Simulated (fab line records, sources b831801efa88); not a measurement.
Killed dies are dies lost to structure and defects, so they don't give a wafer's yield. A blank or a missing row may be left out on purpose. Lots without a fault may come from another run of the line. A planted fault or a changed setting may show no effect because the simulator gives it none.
fab line records | flow sky130
record lots=6 wafers=18 last_day=50
route steps=708 shown LDD_HVN@274 LDD_HVP@278 LDD_LDN@289 PAD_OPEN@708
lots that met no fault: from a run of the same line without faults
start_h: hours from the record's first day to the start of the lot's first wafer shown | wait_h: hours since the lot's step before | " the same as in the row above | L1.1+2: a row that stands for several wafers | - no value, or no start given | * or withheld: withheld | < > ~ a bound
route shown NAME@n: a module of which the file shows steps, and the number in the route of the first | usual: mean/standard deviation of fault-free wafers | same: alike in all rows | chamber/n: place in a boat | sites: the reading at each site | _std_site: their standard deviation | _edge_site: outer sites' mean less inner sites' | radius_mm: how far each site lies from the wafer's centre | mask NAME#n: copy n | behind: the tool/chamber that last shaped the wafer | hold: why the lot was held/for how many hours/how that ended | device: the transistor (n, p or np) that didn't switch | end of line: the same wafers' tests at the end of the route | a step without rows: its recipe alone | killed: dies lost to structure and defects at the first sort, not the wafer's yield | map: a wafer's dies, x killed, . not, _ none there
set.NAME: the setting as run; set.NAME@STEP: as run at that earlier step | model.NAME: the simulator's own value behind a step, which no gauge read
lots at some steps of the route; a table a step, a row a wafer
services: from which hour (start_h, from the record's first day; less than 0 if before it) a tool's chamber was out of use, for how many hours, and why
## steps
# step SKY_LDD_HVN_OVL_MEAS_07
# usual LDD_HVN_OVL=0.0/1.5
# columns lot.wafer tool chamber start_h wait_h LDD_HVN_OVL[nm]
L318.3 overlay-01 - 530.51 0.1 -0.9
L318.4 " - " " 1.4
L318.6 " - " " 1.8
L322.1 overlay-01 - 558.90 0.1 -2.1
L322.2 " - " " -3.9
L322.3 " - " " -0.2
L329.2 overlay-02 - 608.20 0.1 0.1
L329.3 " - " " 0.1
L329.6 " - " " -0.3
L330.2 overlay-02 - 623.25 0.1 -2.9
L330.3 " - " " -0.4
L330.4 " - " " 1.2
L333.1 overlay-02 - 647.94 0.1 1.9
L333.4 " - " " 2.2
L333.5 " - " " 1.6
L335.2 overlay-01 - 661.80 0.1 0.4
L335.5 " - " " -0.4
L335.6 " - " " 1.1
# step SKY_LDD_HVN_IMPLANT_08
# recipe species=P energy_kev=60 dose_cm2=3e+13 tilt_deg=40
# step SKY_LDD_HVN_STRIP_09
# recipe chemistry=O2/N2 power_w=1400 pressure_mtorr=1500 platen_temp_c=withheld o2_flow_sccm=3000 n2_flow_sccm=300 overash_fraction=0.5
# usual drypump_motor_current_A=5.5/0.47 oes_product_au=0.408/0.0044 strip_time_to_endpoint_s=4.131/0.014
# columns lot.wafer tool chamber start_h wait_h drypump_motor_current_A oes_product_au rf_hours_counter_h strip_time_to_endpoint_s
L318.3 plasma_asher-02 1 530.72 0.1 5.1 0.406 - 4.124
L318.4 " 0 " " 5.1 0.409 - 4.118
L318.6 " 1 " " 5.1 0.410 - 4.113
L322.1 plasma_asher-01 0 559.08 0.1 6.0 0.411 45 4.140
L322.2 " 1 " " 5.4 0.407 45 4.123
L322.3 " 1 " " 5.4 0.412 - 4.153
L329.2 plasma_asher-02 0 608.38 0.1 5.2 0.417 18 4.118
L329.3 " 0 " " 5.2 0.406 - 4.119
L329.6 " 1 " " 5.1 0.415 - 4.133
L330.2 plasma_asher-01 1 623.43 0.1 5.4 0.410 52 4.108
L330.3 " 1 " " 5.4 0.405 - 4.113
L330.4 " 0 " " 6.0 0.402 - 4.119
L333.1 plasma_asher-02 1 648.13 0.1 5.2 0.409 20 4.126
L333.4 " 0 " " 5.2 0.404 - 4.114
L333.5 " 0 " " 5.2 0.416 - 4.131
L335.2 plasma_asher-04 0 661.98 0.1 4.8 0.406 92 4.121
L335.5 " 1 " " 6.1 0.410 - 4.128
L335.6 " 0 " " 4.8 0.405 - 4.126
# step SKY_LDD_HVN_TW_MEAS_10
# usual LDD_HVN_TW=1433/12
# columns lot.wafer tool chamber start_h wait_h LDD_HVN_TW
L318.3 film_metro-02 - 530.80 0.1 1431
L318.4 " - " " 1431
L318.6 " - " " 1445
L322.1 film_metro-04 - 559.18 0.1 1410
L322.2 " - " " 1418
L322.3 " - " " 1419
L329.2 film_metro-02 - 608.49 0.1 1437
L329.3 " - " " 1430
L329.6 " - " " 1434
L330.2 film_metro-02 - 623.54 0.1 1438
L330.3 " - " " 1439
L330.4 " - " " 1438
L333.1 film_metro-02 - 648.23 0.1 1424
L333.4 " - " " 1427
L333.5 " - " " 1422
L335.2 film_metro-04 - 662.09 0.1 1410
L335.5 " - " " 1410
L335.6 " - " " 1410
# step SKY_LDD_HVP_DEHYDRATE_00
# recipe temp_c=200 time_s=60
# step SKY_LDD_HVP_HMDS_01
# recipe prime_time_s=60 prime_temp_c=120
# step SKY_LDD_HVP_COAT_02
# recipe resist=NOVOLAK spin_rpm=3000 resist_thk_nm=300
# step SKY_LDD_HVP_SOFTBAKE_03
# recipe temp_c=90 time_s=60 resist=NOVOLAK
# step SKY_LDD_HVP_EXPOSE_04
# recipe mask_id=HVPTM na=0.6 source_shape=conventional sigma_outer=0.6 polarization=unpolarized target_cd_nm=700 dose_mj=86
# step SKY_LDD_HVP_PEB_05
# recipe temp_c=withheld time_s=* resist=NOVOLAK
# step SKY_LDD_HVP_DEVELOP_06
# recipe resist=NOVOLAK developer=TMAH develop_time_s=60 dev_temp_c=23
# step SKY_LDD_HVP_OVL_MEAS_07
# usual LDD_HVP_OVL=-0.2/1.4
# columns lot.wafer tool chamber start_h wait_h LDD_HVP_OVL[nm]
L318.3 overlay-01 - 560.81 0.1 1.0
L318.4 " - " " 0.0
L318.6 " - " " -0.4
L322.1 overlay-02 - 589.15 0.1 0.3
L322.2 " - " " 1.2
L322.3 " - " " 4.3
L329.2 overlay-02 - 637.75 0.1 0.9
L329.3 " - " " 2.2
L329.6 " - " " 1.5
L330.2 overlay-02 - 652.20 0.1 -0.9
L330.3 " - " " 1.5
L330.4 " - " " 1.2
L333.1 overlay-01 - 676.85 0.1 -1.8
L333.4 " - " " -1.0
L333.5 " - " " -0.3
L335.2 overlay-01 - 690.04 0.1 0.4
L335.5 " - " " -1.2
L335.6 " - " " 0.5
# step SKY_LDD_HVP_IMPLANT_08
# recipe species=B energy_kev=20 dose_cm2=1.7e+13 tilt_deg=17.9
# usual tilt_deg=17.902/0.019
# columns lot.wafer tool chamber start_h wait_h tilt_deg
L318.3 implanter-03 0 560.88 0.1 17.928
L318.4 " 0 " " 17.943
L318.6 " 0 " " 17.894
L322.1 implanter-03 0 589.18 0.0 17.921
L322.2 " 0 " " 17.918
L322.3 " 0 " " 17.902
L329.2 implanter-03 0 637.81 0.0 -0.011
L329.3 " 0 " " -0.002
L329.6 " 0 " " -0.034
L330.2 implanter-03 0 652.26 0.0 -0.018
L330.3 " 0 " " 0.002
L330.4 " 0 " " 0.011
L333.1 implanter-04 0 676.88 0.0 17.878
L333.4 " 0 " " 17.893
L333.5 " 0 " " 17.914
L335.2 implanter-04 0 690.09 0.0 17.897
L335.5 " 0 " " 17.897
L335.6 " 0 " " 17.948
# step SKY_LDD_HVP_STRIP_09
# recipe chemistry=O2/N2 power_w=1400 pressure_mtorr=1500 platen_temp_c=withheld o2_flow_sccm=3000 n2_flow_sccm=300 overash_fraction=0.5
# usual drypump_motor_current_A=5.7/0.4 oes_product_au=0.408/0.0044 strip_time_to_endpoint_s=4.133/0.013
# columns lot.wafer tool chamber start_h wait_h drypump_motor_current_A oes_product_au rf_hours_counter_h strip_time_to_endpoint_s
L318.3 plasma_asher-02 1 561.01 0.1 5.2 0.408 - 4.133
L318.4 " 0 " " 5.2 0.412 - 4.142
L318.6 " 0 " " 5.2 0.417 - 4.139
L322.1 plasma_asher-03 0 589.33 0.1 6.1 0.411 80 4.137
L322.2 " 1 " " 6.0 0.408 80 4.139
L322.3 " 0 " " 6.1 0.414 - 4.124
L329.2 plasma_asher-01 0 637.93 0.1 6.0 0.410 53 4.151
L329.3 " 1 " " 5.4 0.406 - 4.132
L329.6 " 1 " " 5.4 0.407 - 4.130
L330.2 plasma_asher-02 1 652.38 0.1 5.1 0.411 20 4.119
L330.3 " 1 " " 5.1 0.404 - 4.155
L330.4 " 0 " " 5.2 0.400 - 4.133
L333.1 plasma_asher-03 1 677.03 0.1 6.0 0.411 88 4.118
L333.4 " 0 " " 6.1 0.413 - 4.127
L333.5 " 0 " " 6.1 0.407 - 4.105
L335.2 plasma_asher-03 1 690.22 0.1 6.0 0.402 90 4.168
L335.5 " 1 " " 6.0 0.405 - 4.155
L335.6 " 0 " " 6.1 0.415 - 4.161
# step SKY_LDD_HVP_TW_MEAS_10
# usual LDD_HVP_TW=453/4.3
# columns lot.wafer tool chamber start_h wait_h LDD_HVP_TW
L318.3 film_metro-01 - 561.10 0.1 454
L318.4 " - " " 454
L318.6 " - " " 455
L322.1 film_metro-01 - 589.43 0.1 455
L322.2 " - " " 453
L322.3 " - " " 454
L329.2 film_metro-02 - 638.04 0.1 407
L329.3 " - " " 408
L329.6 " - " " 408
L330.2 film_metro-03 - 652.49 0.1 399
L330.3 " - " " 401
L330.4 " - " " 400
L333.1 film_metro-03 - 677.13 0.1 446
L333.4 " - " " 447
L333.5 " - " " 447
L335.2 film_metro-02 - 690.33 0.1 455
L335.5 " - " " 455
L335.6 " - " " 456
# step SKY_LDD_LDN_DEHYDRATE_00
# recipe temp_c=200 time_s=60
# step SKY_PAD_OPEN_PROBE_99
# usual killed_at_M0_to_M3=42/6.7 killed_at_M4_up=3.3/2.1 killed_at_contacts=24/5.1 killed_at_front_end=15/4.6 killed_at_other=0.3/0.58 killed_dies=85/9.9 killed_open=46/6.9 killed_short=38/7
# same gross_dies=492 killed_at_back_side=0
# columns lot.wafer tool chamber start_h wait_h killed_at_M0_to_M3 killed_at_M4_up killed_at_contacts killed_at_front_end killed_at_other killed_dies killed_open killed_short model.etest.tip_p_5v.rs_ohm_sq
L318.3 prober-01 - 1125.95 0.2 44 1 29 12 0 86 48 36 2850
L318.4 prober-01 - 1126.00 0.2 49 2 20 18 0 89 54 34 2852
L318.6 prober-01 - 1126.10 0.2 37 3 26 16 0 82 48 33 2871
L322.1 prober-01 - 1142.10 0.1 49 9 23 8 0 89 49 35 2848
L322.2 prober-01 - 1142.15 0.1 51 1 25 20 0 97 59 38 2868
L322.3 prober-01 - 1142.20 0.2 35 2 29 15 1 82 51 31 2849
L329.2 prober-02 - 1175.40 0.1 49 5 27 16 0 97 56 39 2662
L329.3 prober-02 - 1175.45 0.2 46 0 37 15 0 98 65 33 2662
L329.6 prober-02 - 1175.60 0.2 61 6 31 11 1 110 53 56 2667
L330.2 prober-01 - 1181.92 0.1 35 2 24 23 0 84 43 41 2701
L330.3 prober-01 - 1181.97 0.2 36 0 23 21 0 80 36 44 2686
L330.4 prober-01 - 1182.02 0.2 44 9 25 13 1 92 50 41 2685
L333.1 prober-02 - 1199.47 0.1 36 6 28 12 0 82 43 39 2860
L333.4 prober-02 - 1199.62 0.2 37 1 34 7 1 80 47 33 2861
L333.5 prober-02 - 1199.67 0.2 47 6 28 12 1 94 49 45 2847
L335.2 prober-02 - 1202.86 0.1 40 4 27 16 0 87 53 34 2870
L335.5 prober-02 - 1203.01 0.2 34 5 23 14 1 77 40 37 2855
L335.6 prober-02 - 1203.06 0.2 45 1 20 15 1 82 41 40 2862
# killed by level:class
L318.3 LI_CONTACT:geometric_particle:open=12 VIA1:geometric_particle:open=9 METAL1:geometric_particle:short=8 CONTACT:geometric_particle:open=7 VIA1:geometric_particle:short=6 METAL2:geometric_particle:short=6 VIA2:geometric_particle:open=5 VIA2:geometric_particle:short=4
L318.4 VIA1:geometric_particle:open=18 CONTACT:geometric_particle:open=8 FIELD_ISO:geometric_particle:open=6 FIELD_ISO:geometric_particle:short=6 VIA3:geometric_particle:open=6 LOCAL_INTERCONNECT:geometric_particle:short=4 LI_CONTACT:geometric_particle:open=4 VIA1:geometric_particle:short=4
L318.6 VIA1:geometric_particle:open=12 LI_CONTACT:geometric_particle:open=9 FIELD_ISO:geometric_particle:open=5 POLY_GATE:geometric_particle:open=5 CONTACT:geometric_particle:open=5 VIA1:geometric_particle:short=5 METAL2:geometric_particle:short=5 LOCAL_INTERCONNECT:geometric_particle:short=4
L322.1 CONTACT:geometric_particle:open=12 VIA3:geometric_particle:open=12 METAL1:geometric_particle:short=8 VIA2:geometric_particle:open=7 VIA1:geometric_particle:open=6 VIA1:geometric_particle:short=5 METAL3:geometric_particle:short=5 VIA4:area_etch=5
L322.2 VIA1:geometric_particle:open=11 CONTACT:geometric_particle:open=10 LI_CONTACT:geometric_particle:open=9 VIA3:geometric_particle:open=9 FIELD_ISO:geometric_particle:short=8 VIA2:geometric_particle:open=6 FIELD_ISO:geometric_particle:open=5 METAL2:geometric_particle:short=5
L322.3 CONTACT:geometric_particle:open=10 VIA1:geometric_particle:open=9 LI_CONTACT:geometric_particle:open=8 POLY_GATE:geometric_particle:short=6 VIA2:geometric_particle:open=5 LOCAL_INTERCONNECT:geometric_particle:short=4 CONTACT:geometric_particle:short=4 METAL2:geometric_particle:open=4
L329.2 VIA1:geometric_particle:open=15 VIA2:geometric_particle:open=9 CONTACT:geometric_particle:open=8 LI_CONTACT:geometric_particle:open=7 CONTACT:geometric_particle:short=7 VIA3:geometric_particle:short=5 METAL2:geometric_particle:short=4 VIA2:geometric_particle:short=4
L329.3 CONTACT:geometric_particle:open=17 VIA1:geometric_particle:open=17 CONTACT:geometric_particle:short=8 LI_CONTACT:geometric_particle:open=6 VIA3:geometric_particle:short=6 FIELD_ISO:geometric_particle:open=4 POLY_GATE:geometric_particle:open=4 VIA3:geometric_particle:open=4
L329.6 VIA1:geometric_particle:open=13 VIA1:geometric_particle:short=10 LI_CONTACT:geometric_particle:open=9 CONTACT:geometric_particle:open=9 VIA3:geometric_particle:open=9 LOCAL_INTERCONNECT:geometric_particle:short=7 VIA3:geometric_particle:short=6 METAL1:geometric_particle:short=6
L330.2 VIA1:geometric_particle:open=9 VIA2:geometric_particle:open=9 POLY_GATE:geometric_particle:short=8 LI_CONTACT:geometric_particle:open=7 CONTACT:geometric_particle:short=7 POLY_GATE:geometric_particle:open=5 METAL1:geometric_particle:short=5 CONTACT:geometric_particle:open=4
L330.3 POLY_GATE:geometric_particle:open=9 CONTACT:geometric_particle:short=8 VIA2:geometric_particle:open=8 CONTACT:geometric_particle:open=7 METAL2:geometric_particle:short=7 POLY_GATE:geometric_particle:short=5 VIA2:geometric_particle:short=5 VIA3:geometric_particle:open=4
L330.4 CONTACT:geometric_particle:open=10 VIA1:geometric_particle:open=9 METAL4:geometric_particle:short=8 LI_CONTACT:geometric_particle:open=7 METAL1:geometric_particle:short=7 VIA2:geometric_particle:open=5 CONTACT:geometric_particle:short=4 VIA2:geometric_particle:short=4
L333.1 LI_CONTACT:geometric_particle:open=8 CONTACT:geometric_particle:open=8 CONTACT:geometric_particle:short=8 VIA1:geometric_particle:open=7 METAL2:geometric_particle:short=5 VIA3:geometric_particle:open=5 POLY_GATE:geometric_particle:short=4 VIA2:geometric_particle:open=4
L333.4 CONTACT:geometric_particle:open=18 VIA1:geometric_particle:open=9 LI_CONTACT:geometric_particle:open=7 METAL2:geometric_particle:short=7 VIA2:geometric_particle:open=5 CONTACT:geometric_particle:short=4 METAL1:geometric_particle:short=4 VIA1:geometric_particle:short=3
L333.5 VIA1:geometric_particle:open=13 CONTACT:geometric_particle:open=10 LI_CONTACT:geometric_particle:open=6 CONTACT:geometric_particle:short=6 VIA3:geometric_particle:short=5 METAL1:geometric_particle:open=5 METAL2:geometric_particle:short=5 METAL4:geometric_particle:short=5
L335.2 LI_CONTACT:geometric_particle:open=15 VIA1:geometric_particle:open=12 VIA3:geometric_particle:open=6 POLY_GATE:geometric_particle:short=4 CONTACT:geometric_particle:short=4 CONTACT:geometric_particle:open=4 VIA1:geometric_particle:short=4 VIA2:geometric_particle:open=4
L335.5 LI_CONTACT:geometric_particle:open=8 CONTACT:geometric_particle:open=6 METAL1:geometric_particle:short=5 VIA1:geometric_particle:open=5 FIELD_ISO:geometric_particle:open=4 CONTACT:geometric_particle:short=4 VIA1:geometric_particle:short=4 METAL3:geometric_particle:short=4
L335.6 VIA3:geometric_particle:open=11 METAL1:geometric_particle:short=9 VIA1:geometric_particle:open=7 LI_CONTACT:geometric_particle:open=6 METAL2:geometric_particle:short=5 CONTACT:geometric_particle:short=4 FIELD_ISO:geometric_particle:open=4 POLY_GATE:geometric_particle:short=4
## services
# columns tool chamber start_h hours kind
plasma_asher-03 - 542.43 2.7 repair
implanter-03 - 585.22 1.9 repair
plasma_asher-03 - 592.03 2.8 pm
plasma_asher-03 - 595.31 6.1 repair
implanter-04 - 599.74 2.7 repair
plasma_asher-02 - 619.08 15.6 pm
implanter-04 - 619.45 4.4 repair
implanter-04 - 629.04 5.5 pm
implanter-04 - 639.87 1.7 repair
implanter-04 - 640.79 8.7 repair
implanter-04 - 666.18 3.7 repair
## key
first_sign step=SKY_LDD_HVP_IMPLANT_08 reading=tilt_deg direction=down sigmas=99+ usual=* struck=*
effect step=SKY_LDD_HVP_TW_MEAS_10 reading=LDD_HVP_TW direction=down sigmas=12 usual=453 struck=404
model_effect step=SKY_PAD_OPEN_PROBE_99 value=etest.tip_p_5v.rs_ohm_sq without=2850 struck=2677
met_at SKY_LDD_HVP_IMPLANT_08
struck_wafers L329.2,L329.3,L329.6,L330.2,L330.3,L330.4
tester_left_out L329,L330
onset_between 589.18 637.81
fault kind=process_parameter_drift tool=implanter-03 chamber=- onset_h=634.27 steps=SKY_LDD_HVP_IMPLANT_08 channel=tilt_deg offset=* shape=step end_h=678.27 acts_in=* stated=*
# tester_left_out: of these lots the tester's yield and bins aren't shown, on N5 and GAA mostly nor the transistor test; their killed dies are dies lost to structure and defects alone, not to doping, threshold or leakage, so they don't give the yield
